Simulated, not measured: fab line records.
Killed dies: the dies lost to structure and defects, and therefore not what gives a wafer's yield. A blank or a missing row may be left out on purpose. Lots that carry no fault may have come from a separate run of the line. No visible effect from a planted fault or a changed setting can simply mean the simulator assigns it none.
Matching of chambers :: flow sky130 :: SKY_VIA1_ETCH_14 on rie_diel-01: 4 sister chambers
The step etches BARC in N2/H2, stops on SiO2, time 45.9 s, target depth 60 nm. 4 wafers are shown with their chamber, then 8 later ones without.

## WAFERS, EACH WITH ITS CHAMBER
wafer: L862.6
chamber: 2
drypump_motor_current_A (A): 5.6

wafer: L867.2
chamber: 0
drypump_motor_current_A (A): 5.6

wafer: L867.4
chamber: 3
drypump_motor_current_A (A): 4.9

wafer: L875.1
chamber: 1
drypump_motor_current_A (A): 6.3

## WAFERS MISSING THEIR CHAMBER
wafer: L875.4
drypump_motor_current_A (A): 5.5

wafer: L875.6
drypump_motor_current_A (A): 6.4

wafer: L878.3
drypump_motor_current_A (A): 5.5

wafer: L878.4
drypump_motor_current_A (A): 4.9

wafer: L878.6
drypump_motor_current_A (A): 5.6

wafer: L880.3
drypump_motor_current_A (A): 5.7

wafer: L880.5
drypump_motor_current_A (A): 5.6

wafer: L880.6
drypump_motor_current_A (A): 4.9

## CHAMBER TAKEN BY EACH
wafer: L875.4
from the rows above: can't be placed: 0 or 2
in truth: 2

wafer: L875.6
from the rows above: 1
in truth: 1

wafer: L878.3
from the rows above: can't be placed: 0 or 2
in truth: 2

wafer: L878.4
from the rows above: 3
in truth: 3

wafer: L878.6
from the rows above: can't be placed: 0 or 2
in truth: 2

wafer: L880.3
from the rows above: can't be placed: 0 or 2
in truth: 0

wafer: L880.5
from the rows above: can't be placed: 0 or 2
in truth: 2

wafer: L880.6
from the rows above: 3
in truth: 3
Correct placement for 3 of the 8. From these rows, 5 cannot be placed; in 5 the true chamber is one of the candidates. Wrongly placed: 0.
How it was worked out, from the rows above alone: a wafer's distance from a chamber is the root of the sum, over the readings, of the square of ((its reading less the chamber's mean) divided by the reading's scatter). If the next closest chamber is less than 2 further off than the closest, the wafer can't be placed; otherwise it belongs to the closest. A chamber's mean is the mean of its shown wafers. The scatter (one wafer shown for each chamber): square how far every hidden wafer sits from the nearest shown wafer, average those squares and take the square root.
